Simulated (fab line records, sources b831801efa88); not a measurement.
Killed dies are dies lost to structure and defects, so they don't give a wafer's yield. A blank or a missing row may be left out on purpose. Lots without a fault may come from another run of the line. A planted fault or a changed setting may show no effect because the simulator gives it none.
fab line records | flow gf180mcu
record lots=5 wafers=15 last_day=34
route steps=602 shown V3@453 M4@456
lots that met no fault: from a run of the same line without faults
start_h: hours from the record's first day to the start of the lot's first wafer shown | wait_h: hours since the lot's step before | " the same as in the row above | L1.1+2: a row that stands for several wafers | - no value, or no start given | * or withheld: withheld | < > ~ a bound
route shown NAME@n: a module of which the file shows steps, and the number in the route of the first | usual: mean/standard deviation of fault-free wafers | same: alike in all rows | chamber/n: place in a boat | sites: the reading at each site | _std_site: their standard deviation | _edge_site: outer sites' mean less inner sites' | radius_mm: how far each site lies from the wafer's centre | mask NAME#n: copy n | behind: the tool/chamber that last shaped the wafer | hold: why the lot was held/for how many hours/how that ended | device: the transistor (n, p or np) that didn't switch | end of line: the same wafers' tests at the end of the route | a step without rows: its recipe alone | killed: dies lost to structure and defects at the first sort, not the wafer's yield | map: a wafer's dies, x killed, . not, _ none there
set.NAME: the setting as run; set.NAME@STEP: as run at that earlier step | model.NAME: the simulator's own value behind a step, which no gauge read
lots at some steps of the route; a table a step, a row a wafer
services: from which hour (start_h, from the record's first day; less than 0 if before it) a tool's chamber was out of use, for how many hours, and why
## steps
# step GF_V3_RS_MEAS_24
# recipe thk_meas_gauge=four-point-probe reads=W_of_V3_CVD_23+TiN_of_V3_SPUTTER_22+Ti_of_V3_SPUTTER_21
# usual V3_W_RS=0.329/0.0037
# columns lot.wafer tool chamber start_h wait_h V3_W_RS[ohm/sq]
L685.1 film_metro-02 - 523.20 0.1 0.330
L685.2 " - " " 0.331
L685.4 " - " " 0.333
L690.2 film_metro-03 - 594.22 0.1 0.327
L690.3 " - " " 0.329
L690.5 " - " " 0.334
L699.1 film_metro-04 - 649.26 0.1 0.333
L699.3 " - " " 0.335
L699.5 " - " " 0.335
L704.2 film_metro-04 - 674.69 0.1 0.322
L704.3 " - " " 0.323
L704.5 " - " " 0.320
L706.3 film_metro-04 - 687.63 0.1 0.325
L706.4 " - " " 0.324
L706.6 " - " " 0.325
# step GF_V3_THK_MEAS_25
# recipe thk_meas_gauge=xrf reads=W_of_V3_CVD_23
# usual V3_W_THK=342/4.9
# columns lot.wafer tool chamber start_h wait_h V3_W_THK[nm]
L685.1 film_metro-02 - 523.32 0.1 339
L685.2 " - " " 338
L685.4 " - " " 335
L690.2 film_metro-03 - 594.33 0.1 341
L690.3 " - " " 342
L690.5 " - " " 334
L699.1 film_metro-04 - 649.38 0.1 346
L699.3 " - " " 343
L699.5 " - " " 341
L704.2 film_metro-04 - 674.80 0.1 349
L704.3 " - " " 349
L704.5 " - " " 354
L706.3 film_metro-04 - 687.73 0.1 347
L706.4 " - " " 347
L706.6 " - " " 346
# step GF_V3_CMP_26
# recipe stop_on=SiO2 down_force_psi=3.5 platen_rpm=60 t_overpolish_s=15 target_thk_nm=0 pad_velocity_m_s=0.94248
# usual motor_current_A=11.2/1.2 overpolish_run_s=14.999/0.01 time_to_endpoint_s=86/3.3
# same t_overpolish_s=15
# columns lot.wafer tool chamber start_h wait_h motor_current_A overpolish_run_s time_to_endpoint_s
L685.2 cmp-01 0 523.38 0.0 12.0 15.011 81
L685.1 " 1 " " 11.3 14.980 81
L685.4 " 2 " " 9.8 15.000 81
L690.3 cmp-02 3 594.43 0.1 11.4 15.020 81
L690.2 " 1 " " 14.0 14.980 89
L690.5 " 3 " " 11.9 15.014 81
L699.1 cmp-01 0 649.44 0.1 11.7 15.005 84
L699.3 " 2 " " 9.9 14.975 88
L699.5 " 0 " " 11.9 14.983 84
L704.3 cmp-01 2 674.85 0.0 9.7 14.991 87
L704.2 " 0 " " 11.8 14.996 87
L704.5 " 2 " " 9.6 15.007 87
L706.4 cmp-01 1 687.82 0.1 10.8 14.983 83
L706.3 " 3 " " 10.0 15.007 87
L706.6 " 0 " " 11.9 15.000 85
# step GF_M4_SPUTTER_00
# recipe material=Ti target_thk_nm=37.5 arriving_ion_energy_ev=80 substrate_temp_c=200 chamber_pressure_pa=2 power_w=4000 time_s=150
# usual cathode_dc_power_W=4000.0/0.73 throttle_valve_pct=30.2/1.1
# columns lot.wafer tool chamber start_h wait_h cathode_dc_power_W throttle_valve_pct
L685.1 pvd_sputter-01 - 523.68 0.2 4000.0 32.0
L685.2 " - " " 3999.1 30.5
L685.4 " - " " 4000.2 29.1
L690.2 pvd_sputter-04 - 594.68 0.1 3999.6 29.2
L690.3 " - " " 3999.7 31.0
L690.5 " - " " 4000.5 28.4
L699.1 pvd_sputter-03 - 649.74 0.2 4000.9 29.7
L699.3 " - " " 3998.4 31.4
L699.5 " - " " 3999.9 29.1
L704.2 pvd_sputter-01 - 675.15 0.1 4001.1 29.6
L704.3 " - " " 3998.6 30.4
L704.5 " - " " 3999.7 29.2
L706.3 pvd_sputter-04 - 688.07 0.1 4001.1 29.1
L706.4 " - " " 4001.9 30.7
L706.6 " - " " 4000.6 29.4
# step GF_M4_SPUTTER_01
# recipe material=TiN target_thk_nm=30 power_w=6500 time_s=25 chamber_pressure_pa=0.4
# usual cathode_dc_power_W=6500.1/1.2 throttle_valve_pct=30.2/1.1
# columns lot.wafer tool chamber start_h wait_h cathode_dc_power_W throttle_valve_pct
L685.1 pvd_sputter-01 - 523.78 0.1 6498.1 31.9
L685.2 " - " " 6498.9 30.6
L685.4 " - " " 6499.8 29.2
L690.2 pvd_sputter-04 - 594.78 0.1 6500.4 29.4
L690.3 " - " " 6499.8 30.9
L690.5 " - " " 6500.3 28.4
L699.1 pvd_sputter-03 - 649.84 0.1 6501.9 29.6
L699.3 " - " " 6501.4 31.4
L699.5 " - " " 6499.9 29.4
L704.2 pvd_sputter-01 - 675.25 0.1 6500.4 29.2
L704.3 " - " " 6502.8 30.8
L704.5 " - " " 6499.2 29.2
L706.3 pvd_sputter-04 - 688.17 0.1 6499.6 29.3
L706.4 " - " " 6501.5 30.8
L706.6 " - " " 6500.7 29.2
# step GF_M4_SPUTTER_02
# recipe material=AlCu target_thk_nm=450 power_w=10600 time_s=23.9 chamber_pressure_pa=0.4
# usual cathode_dc_power_W=10600/1.9 throttle_valve_pct=30.2/1.1
# columns lot.wafer tool chamber start_h wait_h cathode_dc_power_W throttle_valve_pct
L685.1 pvd_sputter-01 - 523.81 0.0 10599 32.0
L685.2 " - " " 10597 30.7
L685.4 " - " " 10599 29.3
L690.2 pvd_sputter-04 - 594.81 0.0 10601 29.2
L690.3 " - " " 10598 31.0
L690.5 " - " " 10598 28.5
L699.1 pvd_sputter-03 - 649.87 0.0 10601 29.6
L699.3 " - " " 10603 31.6
L699.5 " - " " 10603 29.1
L704.2 pvd_sputter-01 - 675.28 0.0 10600 29.3
L704.3 " - " " 10600 30.9
L704.5 " - " " 10603 29.3
L706.3 pvd_sputter-04 - 688.20 0.0 10601 28.9
L706.4 " - " " 10598 30.7
L706.6 " - " " 10600 29.3
# step GF_M4_SPUTTER_03
# recipe material=Ti target_thk_nm=10 substrate_temp_c=300 chamber_pressure_pa=0.3 power_w=3000 time_s=6.7
# usual cathode_dc_power_W=3000.1/0.59 throttle_valve_pct=30.2/1.1
# columns lot.wafer tool chamber start_h wait_h cathode_dc_power_W throttle_valve_pct
L685.1 pvd_sputter-01 - 523.84 0.0 2999.8 31.8
L685.2 " - " " 3000.5 30.6
L685.4 " - " " 2998.7 29.0
L690.2 pvd_sputter-04 - 594.84 0.0 3001.8 29.1
L690.3 " - " " 3000.3 30.9
L690.5 " - " " 3000.4 28.6
L699.1 pvd_sputter-03 - 649.90 0.0 2999.7 29.7
L699.3 " - " " 2999.4 31.3
L699.5 " - " " 2999.7 29.0
L704.2 pvd_sputter-01 - 675.31 0.0 2999.7 29.2
L704.3 " - " " 3000.5 30.5
L704.5 " - " " 2999.9 29.2
L706.3 pvd_sputter-04 - 688.23 0.0 3000.5 29.5
L706.4 " - " " 3000.0 31.0
L706.6 " - " " 2999.8 29.1
# step GF_M4_SPUTTER_04
# recipe material=TiN target_thk_nm=50 power_w=6500 time_s=41.7 chamber_pressure_pa=0.4
# step GF_M4_RS_MEAS_05
# recipe thk_meas_gauge=four-point-probe reads=TiN_of_M4_SPUTTER_04+Ti_of_M4_SPUTTER_03+AlCu_of_M4_SPUTTER_02+TiN_of_M4_SPUTTER_01+Ti_of_M4_SPUTTER_00
# usual M4_ALCU_RS=0.0698/0.00093
# columns lot.wafer tool chamber start_h wait_h M4_ALCU_RS[ohm/sq]
L685.1 film_metro-02 - 523.90 0.0 0.0705
L685.2 " - " " 0.0707
L685.4 " - " " 0.0694
L690.2 film_metro-01 - 594.92 0.0 0.0717
L690.3 " - " " 0.0707
L690.5 " - " " 0.0707
L699.1 film_metro-03 - 649.96 0.0 0.0685
L699.3 " - " " 0.0683
L699.5 " - " " 0.0686
L704.2 film_metro-02 - 675.39 0.0 0.0698
L704.3 " - " " 0.0702
L704.5 " - " " 0.0692
L706.3 film_metro-02 - 688.33 0.1 0.0705
L706.4 " - " " 0.0700
L706.6 " - " " 0.0709
# step GF_M4_THK_MEAS_06
# recipe thk_meas_gauge=xrf reads=AlCu_of_M4_SPUTTER_02
# usual M4_ALCU_THK=447/6.5
# columns lot.wafer tool chamber start_h wait_h M4_ALCU_THK[nm]
L685.1 film_metro-02 - 524.02 0.1 442
L685.2 " - " " 443
L685.4 " - " " 447
L690.2 film_metro-01 - 595.03 0.1 435
L690.3 " - " " 442
L690.5 " - " " 442
L699.1 film_metro-03 - 650.08 0.1 458
L699.3 " - " " 459
L699.5 " - " " 457
L704.2 film_metro-02 - 675.50 0.1 446
L704.3 " - " " 444
L704.5 " - " " 449
L706.3 film_metro-02 - 688.43 0.1 441
L706.4 " - " " 444
L706.6 " - " " 441
# step GF_M4_DEHYDRATE_07
# recipe temp_c=200 time_s=60
# step GF_M4_HMDS_08
# recipe prime_time_s=60 prime_temp_c=120
# step GF_M4_COAT_09
# recipe resist=KrF spin_rpm=withheld resist_thk_nm=1000
# columns lot.wafer tool chamber start_h wait_h model.KrF_of_M4_COAT_09.thk_nm
L685.1 litho_track-03 0 534.71 0.1 999.3
L685.2 " 0 " " 1001
L685.4 " 0 " " 1002
L690.2 litho_track-02 0 605.18 0.1 958.2
L690.3 " 0 " " 1001
L690.5 " 0 " " 1002
L699.1 litho_track-02 0 659.35 0.1 1003
L699.3 " 0 " " 1000
L699.5 " 0 " " 997.4
L704.2 litho_track-01 0 684.37 0.1 1000
L704.3 " 0 " " 1005
L704.5 " 0 " " 1002
L706.3 litho_track-02 0 697.90 0.1 997.5
L706.4 " 0 " " 995.7
L706.6 " 0 " " 994.5
# step GF_M4_SOFTBAKE_10
# recipe temp_c=130 time_s=60 resist=KrF
# step GF_M4_EXPOSE_11
# recipe mask_id=Metal4 target_cd_nm=280 na=0.68 source_shape=conventional sigma_outer=0.6 dose_mj=28
# step GF_M4_PEB_12
# recipe peb_temp_c=135 peb_time_s=90 resist=KrF
# step GF_M4_DEVELOP_13
# recipe develop_time_s=60 dev_temp_c=21
# step GF_M4_CD_MEAS_14
# recipe target_cd_nm=280
# usual cd_nm=279.9/1.1
# columns lot.wafer tool chamber start_h wait_h cd_nm
L685.1 cd_sem-01 - 546.66 0.1 281.4
L685.2 " - " " 280.2
L685.4 " - " " 281.0
L690.2 cd_sem-02 - 615.73 0.1 278.1
L690.3 " - " " 280.4
L690.5 " - " " 281.1
L699.1 cd_sem-01 - 669.39 0.1 280.1
L699.3 " - " " 279.0
L699.5 " - " " 279.1
L704.2 cd_sem-02 - 693.66 0.1 279.0
L704.3 " - " " 279.6
L704.5 " - " " 279.8
L706.3 cd_sem-01 - 705.90 0.1 279.5
L706.4 " - " " 277.9
L706.6 " - " " 278.6
# step GF_M4_OVL_MEAS_15
# usual M4_OVL=-1/5.9
# columns lot.wafer tool chamber start_h wait_h M4_OVL[nm]
L685.1 overlay-02 - 546.78 0.1 -1
L685.2 " - " " -5
L685.4 " - " " -6
L690.2 overlay-02 - 615.84 0.1 7
L690.3 " - " " 0
L690.5 " - " " 3
L699.1 overlay-02 - 669.51 0.1 -1
L699.3 " - " " -3
L699.5 " - " " -7
L704.2 overlay-01 - 693.77 0.1 -9
L704.3 " - " " -3
L704.5 " - " " -3
L706.3 overlay-01 - 705.99 0.1 6
L706.4 " - " " 9
L706.6 " - " " 8
# step GF_M4_METAL_ETCH_16
# recipe chemistry=Cl2/BCl3 mask_material=KrF target_depth_nm=627.5 stop_on=SiO2 pressure_mtorr=8 icp_w=800 bias_w=140 Cl2_flow_sccm=80 bcl3_flow_sccm=40 time_s=104.6
# usual drypump_motor_current_A=5.4/0.38 he_backside_leak_sccm=3.45/0.14 oes_product_au=0.971/0.0069 throttle_valve_pct=28.251/0.01
# columns lot.wafer tool chamber start_h wait_h drypump_motor_current_A he_backside_leak_sccm oes_product_au rf_hours_counter_h throttle_valve_pct model.KrF_of_M4_COAT_09.thk_nm
L685.1 rie_metal-04 0 546.81 0.0 5.0 3.44 0.963 3 28.259 736.5
L685.2 " 0 " " 5.0 3.35 0.963 - 28.258 738.4
L685.4 " 0 " " 5.0 3.39 0.976 - 28.252 735.9
L690.2 rie_metal-04 0 615.87 0.0 5.1 3.50 0.962 7 28.260 694.9
L690.3 " 1 " " 5.5 3.27 0.969 - 28.260 733.7
L690.5 " 0 " " 5.0 3.49 0.960 - 28.245 737.4
L699.1 rie_metal-01 1 669.55 0.0 5.8 3.31 0.982 8 28.253 735.6
L699.3 " 1 " " 5.7 3.66 0.976 - 28.244 732
L699.5 " 1 " " 5.8 3.54 0.983 - 28.238 727.3
L704.2 rie_metal-01 1 693.80 0.0 5.8 3.55 0.973 9 28.241 733.2
L704.3 " 0 " " 5.6 3.64 0.964 - 28.250 741.6
L704.5 " 1 " " 5.8 3.47 0.983 - 28.243 734.9
L706.3 rie_metal-01 1 706.06 0.1 5.7 3.49 0.970 - 28.228 730.3
L706.4 " 0 " " 5.6 3.70 0.969 - 28.252 734.7
L706.6 " 1 " " 5.8 3.53 0.967 - 28.261 728.7
# step GF_M4_STRIP_17
# recipe chemistry=O2/N2 power_w=1400 pressure_mtorr=1500 platen_temp_c=250 o2_flow_sccm=3000 n2_flow_sccm=300 overash_fraction=0.5
# usual drypump_motor_current_A=5.7/0.55 heater_power_w=328/24 oes_product_au=0.557/0.0052 strip_time_to_endpoint_s=7.86/0.038
# columns lot.wafer tool chamber start_h wait_h drypump_motor_current_A heater_power_w oes_product_au rf_hours_counter_h strip_time_to_endpoint_s
L685.1 plasma_asher-02 0 547.04 0.2 5.4 331 0.557 14 7.88
L685.2 " 1 " " 6.7 365 0.563 14 7.91
L685.4 " 1 " " 6.8 363 0.556 - 7.87
L690.2 plasma_asher-03 0 615.98 0.1 5.9 351 0.544 60 7.48
L690.3 " 1 " " 5.8 324 0.557 - 7.87
L690.5 " 1 " " 5.8 317 0.559 - 7.90
L699.1 plasma_asher-03 1 669.66 0.1 5.8 326 0.556 66 7.87
L699.3 " 1 " " 5.8 325 0.552 - 7.84
L699.5 " 0 " " 5.9 339 0.559 - 7.80
L704.2 plasma_asher-02 1 693.91 0.1 6.8 357 0.554 29 7.85
L704.3 " 0 " " 5.4 340 0.559 - 7.94
L704.5 " 0 " " 5.4 340 0.554 - 7.87
L706.3 plasma_asher-03 0 706.16 0.1 5.9 339 0.554 - 7.82
L706.4 " 1 " " 5.8 319 0.564 - 7.88
L706.6 " 0 " " 5.9 343 0.556 - 7.81
# step GF_M4_STRIP_18
# recipe chemistry=post_etch_residue_remover time_s=1200 temp_c=72.5
## services
# columns tool chamber start_h hours kind
rie_metal-01 0 509.03 4.4 repair
pvd_sputter-04 - 518.63 1.4 repair
pvd_sputter-03 - 536.65 5.2 repair
rie_metal-01 - 550.17 0.7 repair
rie_metal-04 - 562.48 0.6 repair
pvd_sputter-01 2 562.82 - consumable_replace:kit
pvd_sputter-01 2 562.82 18.0 scheduled_down
pvd_sputter-01 2 562.82 18.0 vent_cycle
cmp-01 - 572.00 4.0 pm
cmp-01 - 575.52 11.9 repair
rie_metal-04 - 577.74 1.4 repair
pvd_sputter-01 - 584.88 11.2 repair
pvd_sputter-03 - 598.22 2.1 repair
cmp-01 - 629.68 1.1 repair
pvd_sputter-01 - 637.10 4.1 repair
pvd_sputter-04 2 638.65 - consumable_replace:kit
pvd_sputter-04 2 638.65 18.0 scheduled_down
pvd_sputter-04 2 638.65 18.0 vent_cycle
cmp-02 - 639.71 0.6 repair
cmp-01 - 642.53 3.5 repair
pvd_sputter-03 - 683.86 2.6 repair
pvd_sputter-01 1 683.94 - consumable_replace:kit
cmp-01 - 699.74 6.8 repair
pvd_sputter-04 - 705.74 1.7 repair
## key
first_sign step=GF_M4_STRIP_17 reading=strip_time_to_endpoint_s direction=down sigmas=10 usual=* struck=*
effect none on later readings
model_effect step=GF_M4_COAT_09 value=KrF_of_M4_COAT_09.thk_nm without=1006 struck=958.2
model_effect step=GF_M4_METAL_ETCH_16 value=KrF_of_M4_COAT_09.thk_nm without=742.1 struck=694.9
met_at GF_M4_COAT_09
struck_wafers L690.2
fault kind=process_parameter_drift tool=litho_track-02 chamber=- onset_h=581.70 steps=GF_M4_COAT_09 channel=resist_thk_nm offset=* shape=step end_h=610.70 scope=struck_wafers_only acts_in=* stated=*
